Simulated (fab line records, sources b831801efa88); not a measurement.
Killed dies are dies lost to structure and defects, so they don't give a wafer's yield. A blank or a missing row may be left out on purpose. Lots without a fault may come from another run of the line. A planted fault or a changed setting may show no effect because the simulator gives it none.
Problem report in the 8D (eight disciplines) form, filled by code | flow sky130 | the parts of the form that need people (team, actions taken, sign-off) are left out

1. THE PROBLEM
run_length_s at SKY_CONTACT_SOFTBAKE_10 reads a mean of 99.65 s on 6 wafers of 2 lots; wafers without a fault read 119.07 s with a standard deviation of 0.25. That is -78 standard deviations from the usual mean.
The step: time 90 s.
First seen on wafer L843.1, day 35 21:00, on litho_track-04. The record holds 39 wafers of 13 lots with a number at this step. Rule for "out", or "out of limits": more than 4 standard deviations from the usual mean. The other wafers with a number count as sound.

2. WHAT IT IS AND WHAT IT IS NOT
question                    | is                                 | is not
which readings at this step | run_length_s, heater_power_total_W | exhaust_pa
which lots                  | L843, L846                         | L828, L831, L833, L834, L835, L836, L837, L848, L849, L850, L851
which wafers of those lots  | all that have a number             | -
read on which tools         | litho_track-04                     | litho_track-01, litho_track-02
when                        | from day 35 21:00                  | up to then (21 sound wafers); but 12 sound wafers of L848, L849, L850, L851 came after

3. SUSPECTS, AND WHAT RULES EACH OUT
Counting: a tool at a process step up to the reading stays a suspect if it ran every lot that is out and no sound lot after the first of them.
- pvd_sputter-01 at SKY_LI_CONTACT_SPUTTER_20 (material TiN, target thk 20 nm, time 80 s): ruled out as a lasting fault. Sound lots L851 ran on it after its first lot that is out, L843 (day 34 03:21).
- litho_track-04 at SKY_CONTACT_SOFTBAKE_10 (time 90 s): kept. It ran every lot that is out, first L843 (day 35 21:00), and no sound lot after that; its last sound lot up to then is L836 (day 33 18:00). Its own readings are out on those wafers: heater_power_total_W, run_length_s.
Left after counting: litho_track-04 at SKY_CONTACT_SOFTBAKE_10.

4. THE CAUSE (what the simulator had put in)
Process parameter drift: litho_track-04, from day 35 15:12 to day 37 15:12, at SKY_CONTACT_SOFTBAKE_10. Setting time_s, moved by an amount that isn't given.
Counting left only this tool.

5. THE CHAIN OF EFFECTS, in route order
Each row: a reading whose mean over the struck wafers that have a number lies more than 3 standard deviations from the usual. Only readings for which the record gives a usual standard deviation are gone through. hours: the time from each lot's start at the first step in this table that gives one to its start at this step, as a median over the lots. sigmas: the change in usual standard deviations.
hours | step                    | reading              | usual    | on struck wafers | change | sigmas
0     | SKY_CONTACT_SOFTBAKE_10 | heater_power_total_W | 57.37 W  | 62.02            | +4.65  | +39
0     | SKY_CONTACT_SOFTBAKE_10 | run_length_s         | 119.07 s | 99.65            | -19.42 | -78
The process steps in it:
- SKY_CONTACT_SOFTBAKE_10: time 90 s.
Readings that are blank on the struck wafers while sound wafers have them: plate_temp_C at SKY_CONTACT_SOFTBAKE_10.
Later measuring or inspecting steps at which every struck wafer that the step has a row for has a number for every such reading, and none has moved that far: SKY_CONTACT_CD_MEAS_14.

6. WHAT WOULD HAVE CAUGHT IT SOONER
In this record the first reading out of limits was taken at day 35 21:00, 6 hours after the fault began at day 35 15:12.
